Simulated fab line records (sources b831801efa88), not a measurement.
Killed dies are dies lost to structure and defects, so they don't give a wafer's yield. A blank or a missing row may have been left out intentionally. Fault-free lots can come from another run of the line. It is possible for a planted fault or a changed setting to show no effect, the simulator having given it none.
Which tool was responsible? :: flow gf180mcu :: Sampling: 24 lots, 72 wafers, 5 of 602 route steps

## WHAT EACH GAUGE READ, for each wafer
GF_V4_THK_MEAS_03.
lot: L074
measured: day 23 10:21
on: film metro-04
V4_CVD_02_THK (nm): 857 846 852

lot: L075
measured: day 23 17:08
on: film metro-04
V4_CVD_02_THK (nm): 860 861 857

lot: L076
measured: day 24 04:50
on: film metro-02
V4_CVD_02_THK (nm): 835 834 839

lot: L077
measured: day 24 16:02
on: film metro-04
V4_CVD_02_THK (nm): 855 866 850

lot: L078
measured: day 24 22:59
on: film metro-02
V4_CVD_02_THK (nm): 850 845 859

lot: L079
measured: day 25 08:05
on: film metro-01
V4_CVD_02_THK (nm): 849 849 855

lot: L080
measured: day 25 16:35
on: film metro-02
V4_CVD_02_THK (nm): 849 855 843

lot: L081
measured: day 25 20:16
on: film metro-02
V4_CVD_02_THK (nm): 854 845 857

lot: L082
measured: day 26 08:51
on: film metro-02
V4_CVD_02_THK (nm): 842 858 860

lot: L083
measured: day 26 10:27
on: film metro-02
V4_CVD_02_THK (nm): 826 841 849

lot: L084
measured: day 26 22:07
on: film metro-04
V4_CVD_02_THK (nm): 857 869 857

lot: L085
measured: day 27 01:05
on: film metro-04
V4_CVD_02_THK (nm): 850 870 843

lot: L086
measured: day 27 19:35
on: film metro-04
V4_CVD_02_THK (nm): 858 860 868

lot: L087
measured: day 27 21:13
on: film metro-02
V4_CVD_02_THK (nm): 842 845 869

lot: L088
measured: day 28 01:51
on: film metro-04
V4_CVD_02_THK (nm): 835 846 857

lot: L089
measured: day 28 15:32
on: film metro-02
V4_CVD_02_THK (nm): 843 856 856

lot: L090
measured: day 28 18:50
on: film metro-01
V4_CVD_02_THK (nm): 848 863 851

lot: L091
measured: day 29 00:34
on: film metro-02
V4_CVD_02_THK (nm): 837 845 848

lot: L092
measured: day 29 09:17
on: film metro-04
V4_CVD_02_THK (nm): 823 838 851

lot: L093
measured: day 29 19:23
on: film metro-04
V4_CVD_02_THK (nm): 841 853 838

lot: L094
measured: day 29 22:10
on: film metro-04
V4_CVD_02_THK (nm): 828 842 849

lot: L096
measured: day 30 10:12
on: film metro-04
V4_CVD_02_THK (nm): 829 824 852

lot: L095
measured: day 30 11:46
on: film metro-01
V4_CVD_02_THK (nm): 853 872 860

lot: L097
measured: day 30 12:43
on: film metro-01
V4_CVD_02_THK (nm): 853 843 861

## EACH LOT AND THE TOOL THAT RAN IT (in order: tool; ch and the chambers of the sampled wafers; start)
lot: L074
GF_V1_CVD_23: cvd w-01 ch 0, day 18 03:55
GF_V2_ETCH_17: rie diel-03 ch 2,3, day 22 10:23 or earlier
GF_V3_CMP_26: cmp-01 ch 0,1,3, day 22 10:23
GF_M4_SPUTTER_02: pvd sputter-03, day 22 10:46

lot: L075
GF_V1_CVD_23: cvd w-01 ch 0,1, day 18 10:44
GF_V2_ETCH_17: rie diel-02 ch 0,1,3, day 22 16:50 or earlier
GF_V3_CMP_26: cmp-02 ch 0,2,3, day 22 16:50
GF_M4_SPUTTER_02: pvd sputter-01, day 22 17:16

lot: L076
GF_V1_CVD_23: cvd w-02 ch 0,1, day 18 22:47
GF_V2_ETCH_17: rie diel-04 ch 0,1,2, day 23 05:25 or earlier
GF_V3_CMP_26: cmp-02 ch 0,2,3, day 23 05:25
GF_M4_SPUTTER_02: pvd sputter-03, day 23 05:47

lot: L077
GF_V1_CVD_23: cvd w-01 ch 0,1, day 19 09:36
GF_V2_ETCH_17: rie diel-04 ch 0,1,2, day 23 16:26 or earlier
GF_V3_CMP_26: cmp-01 ch 2,3, day 23 16:26
GF_M4_SPUTTER_02: pvd sputter-01, day 23 16:52

lot: L078
GF_V1_CVD_23: cvd w-02 ch 0,1, day 19 17:32
GF_V2_ETCH_17: rie diel-04 ch 0,1,2, day 23 23:25 or earlier
GF_V3_CMP_26: cmp-01 ch 0,3, day 23 23:25
GF_M4_SPUTTER_02: pvd sputter-03, day 23 23:50

lot: L079
GF_V1_CVD_23: cvd w-02 ch 0,1, day 20 05:00
GF_V2_ETCH_17: rie diel-04 ch 0,2,3, day 24 08:44 or earlier
GF_V3_CMP_26: cmp-01 ch 0,1, day 24 08:44
GF_M4_SPUTTER_02: pvd sputter-04, day 24 09:10

lot: L080
GF_V1_CVD_23: cvd w-02 ch 1, day 20 15:12
GF_V2_ETCH_17: rie diel-04 ch 2,3, day 24 17:10 or earlier
GF_V3_CMP_26: cmp-01 ch 0,2,3, day 24 17:10
GF_M4_SPUTTER_02: pvd sputter-03, day 24 17:30

lot: L081
GF_V1_CVD_23: cvd w-01 ch 0,1, day 20 19:37
GF_V2_ETCH_17: rie diel-04 ch 0,1,3, day 24 21:10 or earlier
GF_V3_CMP_26: cmp-02 ch 0,1,2, day 24 21:10
GF_M4_SPUTTER_02: pvd sputter-04, day 24 21:32

lot: L082
GF_V1_CVD_23: cvd w-02 ch 1, day 21 08:38
GF_V2_ETCH_17: rie diel-02 ch 0,2, day 25 09:58 or earlier
GF_V3_CMP_26: cmp-01 ch 0,2,3, day 25 09:58
GF_M4_SPUTTER_02: pvd sputter-04, day 25 10:21

lot: L083
GF_V1_CVD_23: cvd w-02 ch 0,1, day 21 11:34
GF_V2_ETCH_17: rie diel-04 ch 0,1,3, day 25 11:20 or earlier
GF_V3_CMP_26: cmp-01 ch 0,2,3, day 25 11:20
GF_M4_SPUTTER_02: pvd sputter-01, day 25 11:43

lot: L084
GF_V1_CVD_23: cvd w-02 ch 0,1, day 22 00:50
GF_V2_ETCH_17: rie diel-02 ch 0,1,3, day 26 00:30 or earlier
GF_V3_CMP_26: cmp-01 ch 0,1,2, day 26 00:30
GF_M4_SPUTTER_02: pvd sputter-01, day 26 00:50

lot: L085
GF_V1_CVD_23: cvd w-02 ch 0,1, day 22 04:09
GF_V2_ETCH_17: rie diel-03 ch 2,3, day 26 02:44 or earlier
GF_V3_CMP_26: cmp-01 ch 0,1,3, day 26 02:44
GF_M4_SPUTTER_02: pvd sputter-04, day 26 03:10

lot: L086
GF_V1_CVD_23: cvd w-02 ch 0,1, day 23 01:43
GF_V2_ETCH_17: rie diel-03 ch 0,1, day 26 21:56 or earlier
GF_V3_CMP_26: cmp-01 ch 0,3, day 26 21:56
GF_M4_SPUTTER_02: pvd sputter-01, day 26 22:22

lot: L087
GF_V1_CVD_23: cvd w-01 ch 0,1, day 23 03:37
GF_V2_ETCH_17: rie diel-04 ch 0,1,2, day 26 23:34 or earlier
GF_V3_CMP_26: cmp-01 ch 0,1,2, day 26 23:34
GF_M4_SPUTTER_02: pvd sputter-04, day 26 23:59

lot: L088
GF_V1_CVD_23: cvd w-02 ch 0,1, day 23 08:56
GF_V2_ETCH_17: rie diel-04 ch 0,1,3, day 27 04:26 or earlier
GF_V3_CMP_26: cmp-02 ch 0,2,3, day 27 04:26
GF_M4_SPUTTER_02: pvd sputter-03, day 27 04:46

lot: L089
GF_V1_CVD_23: cvd w-01 ch 0,1, day 24 00:29
GF_V2_ETCH_17: rie diel-04 ch 2,3, day 27 18:34 or earlier
GF_V3_CMP_26: cmp-02 ch 1,3, day 27 18:34
GF_M4_SPUTTER_02: pvd sputter-01, day 27 18:56

lot: L090
GF_V1_CVD_23: cvd w-01 ch 0,1, day 24 03:07
GF_V2_ETCH_17: rie diel-03 ch 0,2, day 27 21:08 or earlier
GF_V3_CMP_26: cmp-02 ch 0,1, day 27 21:08
GF_M4_SPUTTER_02: pvd sputter-04, day 27 21:34

lot: L091
GF_V1_CVD_23: cvd w-02 ch 0,1, day 24 09:19
GF_V2_ETCH_17: rie diel-04 ch 0,1,3, day 28 03:44 or earlier
GF_V3_CMP_26: cmp-02 ch 1,2,3, day 28 03:44
GF_M4_SPUTTER_02: pvd sputter-04, day 28 04:04

lot: L092
GF_V1_CVD_23: cvd w-01 ch 0,1, day 24 19:38
GF_V2_ETCH_17: rie diel-03 ch 1,2, day 28 12:56 or earlier
GF_V3_CMP_26: cmp-02 ch 0,2, day 28 12:56
GF_M4_SPUTTER_02: pvd sputter-04, day 28 13:19

lot: L093
GF_V1_CVD_23: cvd w-01 ch 0, day 25 07:41
GF_V2_ETCH_17: rie diel-03 ch 1,3, day 28 22:37 or earlier
GF_V3_CMP_26: cmp-01 ch 0,2, day 28 22:37
GF_M4_SPUTTER_02: pvd sputter-01, day 28 23:02

lot: L094
GF_V1_CVD_23: cvd w-01 ch 0,1, day 25 09:50
GF_V2_ETCH_17: rie diel-04 ch 0,1,3, day 29 00:56 or earlier
GF_V3_CMP_26: cmp-01 ch 0,1,2, day 29 00:56
GF_M4_SPUTTER_02: pvd sputter-04, day 29 01:22

lot: L096
GF_V1_CVD_23: cvd w-01 ch 0,1, day 26 01:05
GF_V2_ETCH_17: rie diel-04 ch 0,2,3, day 29 14:32 or earlier
GF_V3_CMP_26: cmp-01 ch 1,2,3, day 29 14:32
GF_M4_SPUTTER_02: pvd sputter-04, day 29 14:52

lot: L095
GF_V1_CVD_23: cvd w-01 ch 0,1, day 26 02:34
GF_V2_ETCH_17: rie diel-02 ch 1,2,3, day 29 16:12 or earlier
GF_V3_CMP_26: cmp-02 ch 2,3, day 29 16:12
GF_M4_SPUTTER_02: pvd sputter-01, day 29 16:38

lot: L097
GF_V1_CVD_23: cvd w-02 ch 0,1, day 26 02:47
GF_V2_ETCH_17: rie diel-03 ch 1,2, day 29 17:12 or earlier
GF_V3_CMP_26: cmp-02 ch 0,2, day 29 17:12
GF_M4_SPUTTER_02: pvd sputter-01, day 29 17:38
- GF_V1_CVD_23: deposits W, target thk 350 nm, time 105.05 s.
- GF_V2_ETCH_17: etches SiO2 in C4F8/O2/Ar, stops on TiN, target depth 630 nm.
- GF_V3_CMP_26: polishes, stops on SiO2, t overpolish 15 s, target thk 0 nm.
- GF_M4_SPUTTER_02: material AlCu, target thk 450 nm, time 23.9 s.

## AS READ BY THE TOOLS THEMSELVES (means over the sampled wafers that have a number; for cases with no such wafer, the mark the record gives instead)
GF_V1_CVD_23.
lot: L074
tool: cvd w-01
heater power w (W): 782

lot: L075
tool: cvd w-01
heater power w (W): 776

lot: L076
tool: cvd w-02
heater power w (W): 789

lot: L077
tool: cvd w-01
heater power w (W): 784

lot: L078
tool: cvd w-02
heater power w (W): 900

lot: L079
tool: cvd w-02
heater power w (W): 787

lot: L080
tool: cvd w-02
heater power w (W): 1016

lot: L081
tool: cvd w-01
heater power w (W): 782

lot: L082
tool: cvd w-02
heater power w (W): 1016

lot: L083
tool: cvd w-02
heater power w (W): 879

lot: L084
tool: cvd w-02
heater power w (W): 776

lot: L085
tool: cvd w-02
heater power w (W): 884

lot: L086
tool: cvd w-02
heater power w (W): 904

lot: L087
tool: cvd w-01
heater power w (W): 789

lot: L088
tool: cvd w-02
heater power w (W): 889

lot: L089
tool: cvd w-01
heater power w (W): 789

lot: L090
tool: cvd w-01
heater power w (W): 789

lot: L091
tool: cvd w-02
heater power w (W): 888

lot: L092
tool: cvd w-01
heater power w (W): 785

lot: L093
tool: cvd w-01
heater power w (W): 799

lot: L094
tool: cvd w-01
heater power w (W): 796

lot: L096
tool: cvd w-01
heater power w (W): 794

lot: L095
tool: cvd w-01
heater power w (W): 770

lot: L097
tool: cvd w-02
heater power w (W): 909

GF_V2_ETCH_17.
lot: L074
tool: rie diel-03
oes product au (a.u.): 0.856

lot: L075
tool: rie diel-02
oes product au (a.u.): 0.858

lot: L076
tool: rie diel-04
oes product au (a.u.): 0.856

lot: L077
tool: rie diel-04
oes product au (a.u.): 0.855

lot: L078
tool: rie diel-04
oes product au (a.u.): 0.855

lot: L079
tool: rie diel-04
oes product au (a.u.): 0.858

lot: L080
tool: rie diel-04
oes product au (a.u.): 0.861

lot: L081
tool: rie diel-04
oes product au (a.u.): 0.858

lot: L082
tool: rie diel-02
oes product au (a.u.): 0.858

lot: L083
tool: rie diel-04
oes product au (a.u.): 0.858

lot: L084
tool: rie diel-02
oes product au (a.u.): 0.857

lot: L085
tool: rie diel-03
oes product au (a.u.): 0.855

lot: L086
tool: rie diel-03
oes product au (a.u.): 0.853

lot: L087
tool: rie diel-04
oes product au (a.u.): 0.858

lot: L088
tool: rie diel-04
oes product au (a.u.): 0.850

lot: L089
tool: rie diel-04
oes product au (a.u.): 0.853

lot: L090
tool: rie diel-03
oes product au (a.u.): 0.855

lot: L091
tool: rie diel-04
oes product au (a.u.): 0.856

lot: L092
tool: rie diel-03
oes product au (a.u.): 0.855

lot: L093
tool: rie diel-03
oes product au (a.u.): 0.854

lot: L094
tool: rie diel-04
oes product au (a.u.): 0.860

lot: L096
tool: rie diel-04
oes product au (a.u.): 0.857

lot: L095
tool: rie diel-02
oes product au (a.u.): 0.854

lot: L097
tool: rie diel-03
oes product au (a.u.): 0.858

GF_V3_CMP_26.
lot: L074
tool: cmp-01
motor current A (A): 10.7
overpolish run s (s): 14.998
slurry flow ml min: 150.1
time to endpoint s (s): 86

lot: L075
tool: cmp-02
motor current A (A): 10.4
overpolish run s (s): 15.011
slurry flow ml min: 149.9
time to endpoint s (s): 87

lot: L076
tool: cmp-02
motor current A (A): 10.3
overpolish run s (s): 14.996
slurry flow ml min: 150.0
time to endpoint s (s): 84

lot: L077
tool: cmp-01
motor current A (A): 12.4
overpolish run s (s): 15.012
slurry flow ml min: 149.7
time to endpoint s (s): 87

lot: L078
tool: cmp-01
motor current A (A): 11.1
overpolish run s (s): 15.013
slurry flow ml min: 149.9
time to endpoint s (s): 88

lot: L079
tool: cmp-01
motor current A (A): 10.4
overpolish run s (s): 14.998
slurry flow ml min: 150.4
time to endpoint s (s): 83

lot: L080
tool: cmp-01
motor current A (A): 11.7
overpolish run s (s): 14.998
slurry flow ml min: 150.6
time to endpoint s (s): 86

lot: L081
tool: cmp-02
motor current A (A): 10.4
overpolish run s (s): 15.004
slurry flow ml min: 149.8
time to endpoint s (s): 85

lot: L082
tool: cmp-01
motor current A (A): 11.6
overpolish run s (s): 14.990
slurry flow ml min: 150.3
time to endpoint s (s): 84

lot: L083
tool: cmp-01
motor current A (A): 11.6
overpolish run s (s): 14.998
slurry flow ml min: 150.5
time to endpoint s (s): 83

lot: L084
tool: cmp-01
motor current A (A): 10.8
overpolish run s (s): 14.998
slurry flow ml min: 150.2
time to endpoint s (s): 86

lot: L085
tool: cmp-01
motor current A (A): 10.4
overpolish run s (s): 15.004
slurry flow ml min: 150.3
time to endpoint s (s): 78

lot: L086
tool: cmp-01
motor current A (A): 11.9
overpolish run s (s): 15.003
slurry flow ml min: 149.6
time to endpoint s (s): 81

lot: L087
tool: cmp-01
motor current A (A): 11.1
overpolish run s (s): 14.995
slurry flow ml min: 149.7
time to endpoint s (s): 84

lot: L088
tool: cmp-02
motor current A (A): 10.1
overpolish run s (s): 15.009
slurry flow ml min: 149.9
time to endpoint s (s): 76

lot: L089
tool: cmp-02
motor current A (A): 10.9
overpolish run s (s): 14.995
slurry flow ml min: 150.0
time to endpoint s (s): 82

lot: L090
tool: cmp-02
motor current A (A): 10.3
overpolish run s (s): 15.001
slurry flow ml min: 149.9
time to endpoint s (s): 81

lot: L091
tool: cmp-02
motor current A (A): 10.8
overpolish run s (s): 15.003
slurry flow ml min: 150.4
time to endpoint s (s): 80

lot: L092
tool: cmp-02
motor current A (A): 10.0
overpolish run s (s): 15.011
slurry flow ml min: 150.2
time to endpoint s (s): 79

lot: L093
tool: cmp-01
motor current A (A): 11.3
overpolish run s (s): 15.003
slurry flow ml min: 149.8
time to endpoint s (s): 89

lot: L094
tool: cmp-01
motor current A (A): 11.1
overpolish run s (s): 15.010
slurry flow ml min: 149.4
time to endpoint s (s): 85

lot: L096
tool: cmp-01
motor current A (A): 11.3
overpolish run s (s): 14.995
slurry flow ml min: 149.6
time to endpoint s (s): 85

lot: L095
tool: cmp-02
motor current A (A): 10.8
overpolish run s (s): 14.998
slurry flow ml min: 149.8
time to endpoint s (s): 85

lot: L097
tool: cmp-02
motor current A (A): 10.7
overpolish run s (s): 14.998
slurry flow ml min: 149.7
time to endpoint s (s): 85

GF_M4_SPUTTER_02.
lot: L074
tool: pvd sputter-03
chamber pressure pa (Pa): 0.3995
throttle valve pct (%): 29.0

lot: L075
tool: pvd sputter-01
chamber pressure pa (Pa): 0.4000
throttle valve pct (%): 30.3

lot: L076
tool: pvd sputter-03
chamber pressure pa (Pa): 0.3990
throttle valve pct (%): 29.2

lot: L077
tool: pvd sputter-01
chamber pressure pa (Pa): 0.3997
throttle valve pct (%): 29.2

lot: L078
tool: pvd sputter-03
chamber pressure pa (Pa): 0.4002
throttle valve pct (%): 29.1

lot: L079
tool: pvd sputter-04
chamber pressure pa (Pa): 0.3996
throttle valve pct (%): 29.9

lot: L080
tool: pvd sputter-03
chamber pressure pa (Pa): 0.3996
throttle valve pct (%): 29.4

lot: L081
tool: pvd sputter-04
chamber pressure pa (Pa): 0.3997
throttle valve pct (%): 29.6

lot: L082
tool: pvd sputter-04
chamber pressure pa (Pa): 0.4002
throttle valve pct (%): 29.3

lot: L083
tool: pvd sputter-01
chamber pressure pa (Pa): 0.3997
throttle valve pct (%): 30.7

lot: L084
tool: pvd sputter-01
chamber pressure pa (Pa): 0.3997
throttle valve pct (%): 29.5

lot: L085
tool: pvd sputter-04
chamber pressure pa (Pa): 0.4005
throttle valve pct (%): 29.5

lot: L086
tool: pvd sputter-01
chamber pressure pa (Pa): 0.4002
throttle valve pct (%): 30.0

lot: L087
tool: pvd sputter-04
chamber pressure pa (Pa): 0.3992
throttle valve pct (%): 28.8

lot: L088
tool: pvd sputter-03
chamber pressure pa (Pa): 0.4006
throttle valve pct (%): 29.7

lot: L089
tool: pvd sputter-01
chamber pressure pa (Pa): 0.4000
throttle valve pct (%): 29.9

lot: L090
tool: pvd sputter-04
chamber pressure pa (Pa): 0.4003
throttle valve pct (%): 30.6

lot: L091
tool: pvd sputter-04
chamber pressure pa (Pa): 0.3999
throttle valve pct (%): 28.9

lot: L092
tool: pvd sputter-04
chamber pressure pa (Pa): 0.4005
throttle valve pct (%): 30.4

lot: L093
tool: pvd sputter-01
chamber pressure pa (Pa): 0.4000
throttle valve pct (%): 29.5

lot: L094
tool: pvd sputter-04
chamber pressure pa (Pa): 0.3991
throttle valve pct (%): 29.5

lot: L096
tool: pvd sputter-04
chamber pressure pa (Pa): 0.3999
throttle valve pct (%): 29.9

lot: L095
tool: pvd sputter-01
chamber pressure pa (Pa): 0.4004
throttle valve pct (%): 29.3

lot: L097
tool: pvd sputter-01
chamber pressure pa (Pa): 0.4002
throttle valve pct (%): 30.9

## THE ANSWER, worked out from the rows above alone
Rule: what is usual is taken from the lots themselves. The widest of any qualifying gaps counts: lots, ordered by their means at a reading, are off when they make up no more than a third of the lots, leave a main group of 4 or more, and stand apart from it by 3 or more times the standard deviation of that group's means. If all means in a main group match to the digits the tables above print for the reading, that group is not used. Also off: a lot with no number at a reading for which 4 or more lots have one. All remaining lots with rows at the step are treated as sound. First the gauges in route order, then the tools' own readings, where a lot's mean is used as printed above. The first step at which some lot is off is used, and at that step the reading that is off furthest; a lot without a number counts as furthest.
No lot is off on any of the readings shown, so nothing can be concluded from this.

## WHAT HAD BEEN PUT IN BY THE SIMULATOR
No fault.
